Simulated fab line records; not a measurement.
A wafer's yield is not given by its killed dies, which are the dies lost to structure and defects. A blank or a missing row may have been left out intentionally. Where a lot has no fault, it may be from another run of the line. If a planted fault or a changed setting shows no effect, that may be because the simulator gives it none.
A lot that was struck, set against a sound lot    flow sky130    44 out of 708 route steps
Sound: these wafers, L737.1, L737.4, L737.5. Wafers struck: L742.2, L742.4, L742.5. The cause comes at the end.
Order at every step that has rows: each side's tool, ch and its chambers, its first start. Under that, the readings that differ: sound wafers    struck wafers    difference of the means    sigmas: that difference in standard deviations of wafers without a fault.
alike: readings with means less than 2 such deviations apart, plus words and numbers identical on both sides. not compared: withheld readings, readings lacking a value on some wafer, bounds such as >300 that could conceal the same value, and numbers that have no deviation in the record and whose values overlap.
The two part at a step that has a row with sigmas, a row that says differs or no value, or rows on one side only. Non-overlapping numbers with no deviation appear without sigmas and do not part them. Lack of a reading on every wafer of one side parts them only where that side has two or more wafers.

first, 4 steps without rows for these wafers: SKY_DNWELL_EXPOSE_04 (exposes mask DNM, target cd 3000 nm); SKY_DNWELL_PEB_05; SKY_DNWELL_DEVELOP_06 (develop time 60 s); SKY_DNWELL_IMPLANT_07.
SKY_DNWELL_STRIP_08: strips in O2/N2.
  sound on plasmaAsher-04 ch 0,1, day 5 08:58; struck on plasmaAsher-02 ch 0,1, day 6 06:07
  alike: drypumpMotorCurrentA, oesProductAu, stripTimeToEndpointS
  not compared: rfHoursCounterH
SKY_DNWELL_TW_MEAS_09:
  struck on filmMetro-04, day 6 06:13; sound on filmMetro-01, day 5 09:04
  alike: DNWELL_TW
then, 6 steps without rows for these wafers: SKY_PWDE_DEHYDRATE_00 (time 60 s); SKY_PWDE_HMDS_01 (prime time 60 s); SKY_PWDE_COAT_02 (resist thk 3000 nm); SKY_PWDE_SOFTBAKE_03; SKY_PWDE_EXPOSE_04 (exposes mask PWDEM, target cd 840 nm); SKY_PWDE_PEB_05.
SKY_PWDE_DEVELOP_06: develop time 60 s.
  sound on lithoTrack-01 ch 0, day 6 03:00; struck on lithoTrack-01 ch 0, day 7 01:00
  alike: resistLineTempC
SKY_PWDE_OVL_MEAS_07:
  struck on overlay-01, day 7 01:49; sound on overlay-01, day 6 03:16
reading        sound        struck  difference                     sigmas
PWDE_OVL (nm)  1.3 0.5 1.8  - - -   no value on the struck wafers  
next, for these wafers, 1 step has no rows: SKY_PWDE_IMPLANT_08.
SKY_PWDE_STRIP_09: strips in O2/N2.
  sound on plasmaAsher-02 ch 0,1, day 6 03:26; struck on plasmaAsher-02 ch 0,1, day 7 01:59
reading                   sound              struck             difference  sigmas
stripTimeToEndpointS (s)  36.78 36.59 36.64  37.03 36.93 37.02  +0.32       +3
  alike: drypumpMotorCurrentA, oesProductAu
  not compared: rfHoursCounterH
SKY_PWDE_TW_MEAS_10:
  struck on filmMetro-02, day 7 02:06; sound on filmMetro-04, day 6 03:32
  alike: PWDE_TW
then, 7 steps without rows for these wafers: SKY_NWELL_DEHYDRATE_03 (time 60 s); SKY_NWELL_HMDS_04 (prime time 60 s); SKY_NWELL_COAT_05 (resist thk 3000 nm); SKY_NWELL_SOFTBAKE_06; SKY_NWELL_EXPOSE_07 (exposes mask NWM, target cd 840 nm); SKY_NWELL_PEB_08; SKY_NWELL_DEVELOP_09 (develop time 60 s).
SKY_NWELL_OVL_MEAS_10:
  struck on overlay-01, day 7 21:41; sound on overlay-01, day 6 22:07
  alike: NWELL_00_OVL
then, 3 steps without rows for these wafers: SKY_NWELL_IMPLANT_11; SKY_NWELL_IMPLANT_12; SKY_NWELL_IMPLANT_13.
SKY_NWELL_STRIP_14: strips in O2/N2.
  sound on plasmaAsher-03 ch 0,1, day 6 22:37; struck on plasmaAsher-01 ch 0,1, day 7 22:10
  alike: drypumpMotorCurrentA, oesProductAu, stripTimeToEndpointS
  not compared: rfHoursCounterH
SKY_NWELL_TW_MEAS_15:
  struck on filmMetro-04, day 7 22:17; sound on filmMetro-04, day 6 22:43
  alike: NWELL_TW
then, 7 steps without rows for these wafers: SKY_NWELL_DEHYDRATE_16 (time 60 s); SKY_NWELL_HMDS_17 (prime time 60 s); SKY_NWELL_COAT_18 (resist thk 3000 nm); SKY_NWELL_SOFTBAKE_19; SKY_NWELL_EXPOSE_20 (exposes mask NWM COMPLEMENT, target cd 840 nm); SKY_NWELL_PEB_21; SKY_NWELL_DEVELOP_22 (develop time 60 s).
SKY_NWELL_OVL_MEAS_23:
  struck on overlay-01, day 8 20:08; sound on overlay-02, day 7 18:04
  alike: NWELL_01_OVL
next, for these wafers, 1 step has no rows: SKY_NWELL_IMPLANT_24.
SKY_NWELL_STRIP_25: strips in O2/N2.
  sound on plasmaAsher-03 ch 1, day 7 18:16; struck on plasmaAsher-03 ch 0,1, day 8 20:19
  alike: drypumpMotorCurrentA, oesProductAu, stripTimeToEndpointS
  not compared: rfHoursCounterH
SKY_NWELL_TW_MEAS_26:
  struck on filmMetro-02, day 8 20:26; sound on filmMetro-04, day 7 18:22
reading     sound              struck             difference  sigmas
NWELL_2_TW  496.9 497.1 497.6  502.8 504.1 503.2  +6.2        +3
then, 1 step without rows for these wafers: SKY_NWELL_CLEAN_27 (cleans in SC1/SC2, time 150 s).
-- the record jumps here: 13 days lie between the struck wafers' starts before and after (it left off in module NWELL and takes up again in module POLY_GATE, whose first step shown is number 229 of the route) --
SKY_POLY_GATE_ETCH_15: etches BARC in N2/H2, stops on SiO2, time 118.5 s, target depth 110 nm.
  sound on rieDiel-01 ch 2,3, day 20 10:47; struck on rieDiel-01 ch 0,1,3, day 21 20:49
  alike: biasW, drypumpMotorCurrentA, oesProductAu, throttleValvePct
  not compared: rfHoursCounterH, model.POLY_GATE.cdNm
SKY_POLY_GATE_ETCH_17: etches poly-Si in HBr/Cl2, stops on SiO2, target depth 180 nm, time 70.5 s.
  sound on rieSi-01 ch 0,3, day 20 10:58; struck on rieSi-01 ch 2,3, day 21 20:59
  alike: biasW, drypumpMotorCurrentA, oesProductAu, throttleValvePct
  not compared: rfHoursCounterH, model.POLY_GATE.cdNm

== WHERE THEY PART ==
At SKY_PWDE_OVL_MEAS_07 first; at SKY_NWELL_TW_MEAS_26 last (within this record only). Later steps at which nothing parts them and some readings are alike: SKY_POLY_GATE_ETCH_15, SKY_POLY_GATE_ETCH_17.

WHY: the cause the simulator had injected
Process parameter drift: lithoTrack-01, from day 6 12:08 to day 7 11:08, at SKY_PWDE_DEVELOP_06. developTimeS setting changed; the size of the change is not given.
